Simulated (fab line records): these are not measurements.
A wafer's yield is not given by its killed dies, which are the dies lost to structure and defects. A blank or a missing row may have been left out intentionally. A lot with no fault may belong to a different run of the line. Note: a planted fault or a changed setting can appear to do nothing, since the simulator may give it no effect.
A sampling plan put to the test + flow sky130 + one fab line, 15 faults that these records tell of, each judged on the records of the lots that it struck
What counts as the plan is the set of the line's own looks, namely the steps on the route at which a gauge or an inspection reads a wafer and does not change it. Where struck wafers have a number at a look and the file lists that look's usual mean and standard deviation on fault-free wafers, the look can be judged. Caught: a look later than the fault's first step finds the struck wafers' mean 4 or more of those standard deviations (sigma) from the usual mean. On the tool: the identical test, applied to the tool's own readings at the steps of the fault. A different recipe on the struck wafers counts as caught too, as does a record blank only for those wafers.

THE FAULTS, as the simulator had put them in
1. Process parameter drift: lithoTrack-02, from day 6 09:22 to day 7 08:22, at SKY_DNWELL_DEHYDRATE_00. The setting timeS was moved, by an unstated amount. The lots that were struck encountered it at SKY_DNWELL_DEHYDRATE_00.
2. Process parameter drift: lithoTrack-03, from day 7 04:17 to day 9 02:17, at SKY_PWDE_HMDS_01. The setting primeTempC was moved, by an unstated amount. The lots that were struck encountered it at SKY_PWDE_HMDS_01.
3. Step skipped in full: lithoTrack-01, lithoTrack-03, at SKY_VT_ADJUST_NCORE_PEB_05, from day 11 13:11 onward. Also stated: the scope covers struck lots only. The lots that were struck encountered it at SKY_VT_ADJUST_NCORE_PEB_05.
4. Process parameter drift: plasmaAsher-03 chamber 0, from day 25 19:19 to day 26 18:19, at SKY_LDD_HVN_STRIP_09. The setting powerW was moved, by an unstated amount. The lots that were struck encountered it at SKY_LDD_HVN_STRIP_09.
5. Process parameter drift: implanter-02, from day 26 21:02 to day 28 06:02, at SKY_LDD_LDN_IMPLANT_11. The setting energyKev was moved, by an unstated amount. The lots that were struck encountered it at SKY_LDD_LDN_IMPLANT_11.
6. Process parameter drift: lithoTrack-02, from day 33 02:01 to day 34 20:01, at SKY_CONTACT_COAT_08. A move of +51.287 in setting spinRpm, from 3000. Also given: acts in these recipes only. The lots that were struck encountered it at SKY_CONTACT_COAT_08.
7. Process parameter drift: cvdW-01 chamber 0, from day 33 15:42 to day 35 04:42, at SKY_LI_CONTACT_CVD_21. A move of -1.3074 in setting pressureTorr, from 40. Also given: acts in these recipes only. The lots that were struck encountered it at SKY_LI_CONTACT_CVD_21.
8. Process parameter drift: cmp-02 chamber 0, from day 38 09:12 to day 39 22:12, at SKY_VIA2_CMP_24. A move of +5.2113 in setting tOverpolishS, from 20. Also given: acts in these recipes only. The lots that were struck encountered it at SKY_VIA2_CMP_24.
9. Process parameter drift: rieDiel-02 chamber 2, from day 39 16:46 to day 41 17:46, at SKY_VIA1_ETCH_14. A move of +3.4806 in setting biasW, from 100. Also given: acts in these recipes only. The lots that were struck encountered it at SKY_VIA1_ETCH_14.
10. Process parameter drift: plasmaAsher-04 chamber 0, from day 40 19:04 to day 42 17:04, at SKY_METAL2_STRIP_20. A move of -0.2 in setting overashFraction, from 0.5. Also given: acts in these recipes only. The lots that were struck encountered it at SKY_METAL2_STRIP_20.
11. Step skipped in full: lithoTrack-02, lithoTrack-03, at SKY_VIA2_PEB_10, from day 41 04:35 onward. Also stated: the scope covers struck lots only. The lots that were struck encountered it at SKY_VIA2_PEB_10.
12. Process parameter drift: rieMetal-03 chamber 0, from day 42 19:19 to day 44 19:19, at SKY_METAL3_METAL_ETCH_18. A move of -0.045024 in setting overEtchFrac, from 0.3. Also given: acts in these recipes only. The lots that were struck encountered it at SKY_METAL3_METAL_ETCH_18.
13. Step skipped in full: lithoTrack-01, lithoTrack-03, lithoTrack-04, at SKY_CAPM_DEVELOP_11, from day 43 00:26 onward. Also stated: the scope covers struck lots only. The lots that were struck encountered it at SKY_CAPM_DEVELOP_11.
14. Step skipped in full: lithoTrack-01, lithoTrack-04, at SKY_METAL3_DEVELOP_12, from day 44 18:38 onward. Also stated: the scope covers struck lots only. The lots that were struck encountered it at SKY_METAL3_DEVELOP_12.
15. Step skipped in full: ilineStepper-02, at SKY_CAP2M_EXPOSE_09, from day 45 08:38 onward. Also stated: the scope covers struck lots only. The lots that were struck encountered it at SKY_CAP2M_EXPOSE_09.

WHAT THE PLAN SAW
| fault | on the tool itself                               | first look that catches it                   | reading, sigma | median hours from its first step to that look | hours from the fault's start to the first struck lot there | judged looks passed uncaught |
|-------|--------------------------------------------------|----------------------------------------------|----------------|-----------------------------------------------|------------------------------------------------------------|------------------------------|
| 1     | runLengthS +30 sigma                             | not the one look that can be judged after it | -              | -                                             | -                                                          | 1                            |
| 2     | primeTempC -47 sigma                             | not the one look that can be judged after it | -              | -                                             | -                                                          | 1                            |
| 3     | no reading that can be judged                    | not the one look that can be judged after it | -              | -                                             | -                                                          | 1                            |
| 4     | stripTimeToEndpointS +17 sigma                   | no look after it can be judged               | -              | -                                             | -                                                          | 0                            |
| 5     | beamEnergyKeV +99 or beyond sigma                | not the one look that can be judged after it | -              | -                                             | -                                                          | 1                            |
| 6     | spinSpeedRpm +29 sigma                           | no look after it can be judged               | -              | -                                             | -                                                          | 0                            |
| 7     | chamberPressureTorr -17 sigma                    | no look after it can be judged               | -              | -                                             | -                                                          | 0                            |
| 8     | overpolishRunS +99 or beyond sigma               | no look after it can be judged               | -              | -                                             | -                                                          | 0                            |
| 9     | biasW +13 sigma                                  | no look after it can be judged               | -              | -                                             | -                                                          | 0                            |
| 10    | under 2 sigma                                    | no look after it can be judged               | -              | -                                             | -                                                          | 0                            |
| 11    | no reading that can be judged                    | no look after it can be judged               | -              | -                                             | -                                                          | 0                            |
| 12    | under 2 sigma                                    | no look after it can be judged               | -              | -                                             | -                                                          | 0                            |
| 13    | the tool's record is blank for the struck wafers | no look after it can be judged               | -              | -                                             | -                                                          | 0                            |
| 14    | the tool's record is blank for the struck wafers | no look after it can be judged               | -              | -                                             | -                                                          | 0                            |
| 15    | no reading that can be judged                    | no look after it can be judged               | -              | -                                             | -                                                          | 0                            |
Dash: fault not caught, or number not given in these records.

Caught at a look: 0 of 15. Caught on the tool: 10 of 15. By one or the other: 10 of 15.
Faults caught by the tool alone: 1, 2, 4, 5, 6, 7, 8, 9, 13, 14.
Caught by neither: faults 3, 10, 11, 12, 15.
